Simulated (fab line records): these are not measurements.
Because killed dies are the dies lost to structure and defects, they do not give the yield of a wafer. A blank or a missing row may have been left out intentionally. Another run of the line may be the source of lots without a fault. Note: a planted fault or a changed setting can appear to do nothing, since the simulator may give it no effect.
The tool behind it: which one? + flow gf180mcu + 13 lots, 39 wafers sampled, at 4 steps of a route of 602

WHAT THE GAUGES SHOWED, per wafer
GF_M2_OVL_MEAS_15.
| lot  | measured     | on         | M2_OVL (nm) |
|------|--------------|------------|-------------|
| L776 | day 19 03:20 | overlay-02 | -3 2 -4     |
| L778 | day 19 23:56 | overlay-02 | 8 8 9       |
| L779 | day 20 08:38 | overlay-01 | 2 9 4       |
| L780 | day 20 20:23 | overlay-01 | 5 5 3       |
| L781 | day 21 05:14 | overlay-02 | -2 1 1      |
| L783 | day 21 18:11 | overlay-02 | -5 7 3      |
| L793 | day 25 03:32 | overlay-02 | 5 5 0       |
| L794 | day 25 13:17 | overlay-02 | 5 4 4       |
| L795 | day 26 00:35 | overlay-01 | -6 -7 -5    |
| L796 | day 26 07:38 | overlay-02 | 8 1 15      |
| L797 | day 26 13:47 | overlay-02 | 1 4 -3      |
| L798 | day 26 17:11 | overlay-02 | 6 -2 -2     |
| L799 | day 27 02:05 | overlay-02 | 0 -4 -1     |

GF_V4_THK_MEAS_03.
| lot  | measured     | on           | V4_CVD_02_THK (nm) |
|------|--------------|--------------|--------------------|
| L776 | day 23 09:20 | filmMetro-01 | 842 853 860        |
| L778 | day 24 04:08 | filmMetro-02 | 838 841 844        |
| L779 | day 24 12:53 | filmMetro-01 | 846 847 849        |
| L780 | day 24 23:50 | filmMetro-02 | 850 868 857        |
| L781 | day 25 08:44 | filmMetro-04 | 842 856 854        |
| L783 | day 25 19:25 | filmMetro-04 | 855 850            |
| L793 | day 28 19:14 | filmMetro-04 | 867 878 855        |
| L794 | day 29 04:40 | filmMetro-01 | 833 859 843        |
| L795 | day 29 14:47 | filmMetro-01 | 850 872 847        |
| L796 | day 29 21:17 | filmMetro-02 | 848 836 833        |
| L797 | day 30 02:44 | filmMetro-01 | 838 867 859        |
| L798 | day 30 07:18 | filmMetro-01 | 839 845 868        |
| L799 | day 30 14:32 | filmMetro-02 | 836 851 851        |

WHICH TOOL RAN EACH LOT (tool, then ch and the chambers of the sampled wafers, then the start)
| lot  | GF_V3_CMP_26                  | GF_M4_SPUTTER_02            |
|------|-------------------------------|-----------------------------|
| L776 | cmp-01 ch 0,1, day 22 09:15   | pvdSputter-01, day 22 09:38 |
| L778 | cmp-01 ch 0,1,2, day 23 04:07 | pvdSputter-04, day 23 04:32 |
| L779 | cmp-02 ch 1,2,3, day 23 13:13 | pvdSputter-04, day 23 13:39 |
| L780 | cmp-01 ch 1,2,3, day 24 00:37 | pvdSputter-02, day 24 01:03 |
| L781 | cmp-01 ch 1,2, day 24 08:18   | pvdSputter-02, day 24 08:41 |
| L783 | cmp-01 ch 1,3, day 24 20:43   | pvdSputter-04, day 24 21:09 |
| L793 | cmp-02 ch 0,1, day 27 22:38   | pvdSputter-01, day 27 23:04 |
| L794 | cmp-02 ch 1,2,3, day 28 08:17 | pvdSputter-02, day 28 08:34 |
| L795 | cmp-01 ch 0,1,2, day 28 18:14 | pvdSputter-01, day 28 18:40 |
| L796 | cmp-02 ch 0,2,3, day 29 00:41 | pvdSputter-01, day 29 01:07 |
| L797 | cmp-01 ch 0,2, day 29 06:37   | pvdSputter-04, day 29 07:00 |
| L798 | cmp-01 ch 0,1,3, day 29 10:31 | pvdSputter-01, day 29 10:51 |
| L799 | cmp-02 ch 1,2, day 29 18:25   | pvdSputter-02, day 29 18:51 |
- GF_V3_CMP_26: polishes, stops on SiO2, t overpolish 15 s, target thk 0 nm.
- GF_M4_SPUTTER_02: material AlCu, target thk 450 nm, time 23.9 s.

WHAT THE TOOLS THEMSELVES READ (means of the sampled wafers that have a number; where no wafer has one, the mark that the record gives instead)
GF_V3_CMP_26.
| lot  | tool   | motorCurrentA (A) | overpolishRunS (s) | slurryFilterDpKPa (kPa) | timeToEndpointS (s) |
|------|--------|-------------------|--------------------|-------------------------|---------------------|
| L776 | cmp-01 | 10.6              | 15.005             | 13.48                   | 82                  |
| L778 | cmp-01 | 11.2              | 15.010             | 13.41                   | 85                  |
| L779 | cmp-02 | 10.9              | 14.997             | 13.50                   | 83                  |
| L780 | cmp-01 | 11.8              | 15.004             | 13.44                   | 83                  |
| L781 | cmp-01 | 11.5              | 15.005             | 13.41                   | 81                  |
| L783 | cmp-01 | 11.1              | 10.015             | 13.49                   | 103                 |
| L793 | cmp-02 | 11.4              | 14.999             | 13.46                   | 88                  |
| L794 | cmp-02 | 10.7              | 15.002             | 13.53                   | 85                  |
| L795 | cmp-01 | 10.7              | 14.998             | 13.34                   | 85                  |
| L796 | cmp-02 | 10.6              | 14.999             | 13.49                   | 81                  |
| L797 | cmp-01 | 11.1              | 14.995             | 13.56                   | 87                  |
| L798 | cmp-01 | 11.3              | 15.002             | 13.38                   | 84                  |
| L799 | cmp-02 | 10.5              | 15.006             | 13.46                   | 81                  |

GF_M4_SPUTTER_02.
| lot  | tool          | cathodeDcPowerW (W) | chamberPressurePa (Pa) | throttleValvePct (%) |
|------|---------------|---------------------|------------------------|----------------------|
| L776 | pvdSputter-01 | 10600               | 0.3998                 | 29.7                 |
| L778 | pvdSputter-04 | 10599               | 0.4000                 | 29.7                 |
| L779 | pvdSputter-04 | 10601               | 0.3993                 | 30.5                 |
| L780 | pvdSputter-02 | 10598               | 0.3991                 | 29.4                 |
| L781 | pvdSputter-02 | 10600               | 0.4002                 | 29.6                 |
| L783 | pvdSputter-04 | 10600               | 0.4002                 | 29.5                 |
| L793 | pvdSputter-01 | 10598               | 0.4006                 | 30.1                 |
| L794 | pvdSputter-02 | 10601               | 0.4002                 | 29.1                 |
| L795 | pvdSputter-01 | 10600               | 0.4002                 | 30.4                 |
| L796 | pvdSputter-01 | 10601               | 0.3998                 | 30.4                 |
| L797 | pvdSputter-04 | 10602               | 0.3999                 | 29.7                 |
| L798 | pvdSputter-01 | 10601               | 0.4001                 | 29.8                 |
| L799 | pvdSputter-02 | 10601               | 0.3999                 | 30.0                 |

THE ANSWER, worked out from the rows above alone
Rule: the lots themselves supply what counts as usual. The widest of any qualifying gaps counts: lots, ordered by their means at a reading, are off when they make up no more than a third of the lots, leave a main group of 4 or more, and stand apart from it by 3 or more times the standard deviation of that group's means. The tables above print the reading to a certain number of digits; a main group whose means all agree to those digits is not used. A lot without any number at a reading at which 4 lots or more have one is off too. Any other lot the step has rows for is counted as sound. The gauges are gone through in route order, then the tools' own readings, and for those a lot's mean is taken as printed above. The first step at which some lot is off is used, and at that step the reading that is off furthest; a lot without a number counts as furthest.
Off, at GF_V3_CMP_26 on overpolishRunS: L783. For the main group the mean is 15.002 s and the standard deviation 0.0042.
A tool fits if, at that step or a process step before it, it ran every lot that is off, and no sound lot after the first of them. Of those tried, none fits.

WHAT THE SIMULATOR HAD INSERTED
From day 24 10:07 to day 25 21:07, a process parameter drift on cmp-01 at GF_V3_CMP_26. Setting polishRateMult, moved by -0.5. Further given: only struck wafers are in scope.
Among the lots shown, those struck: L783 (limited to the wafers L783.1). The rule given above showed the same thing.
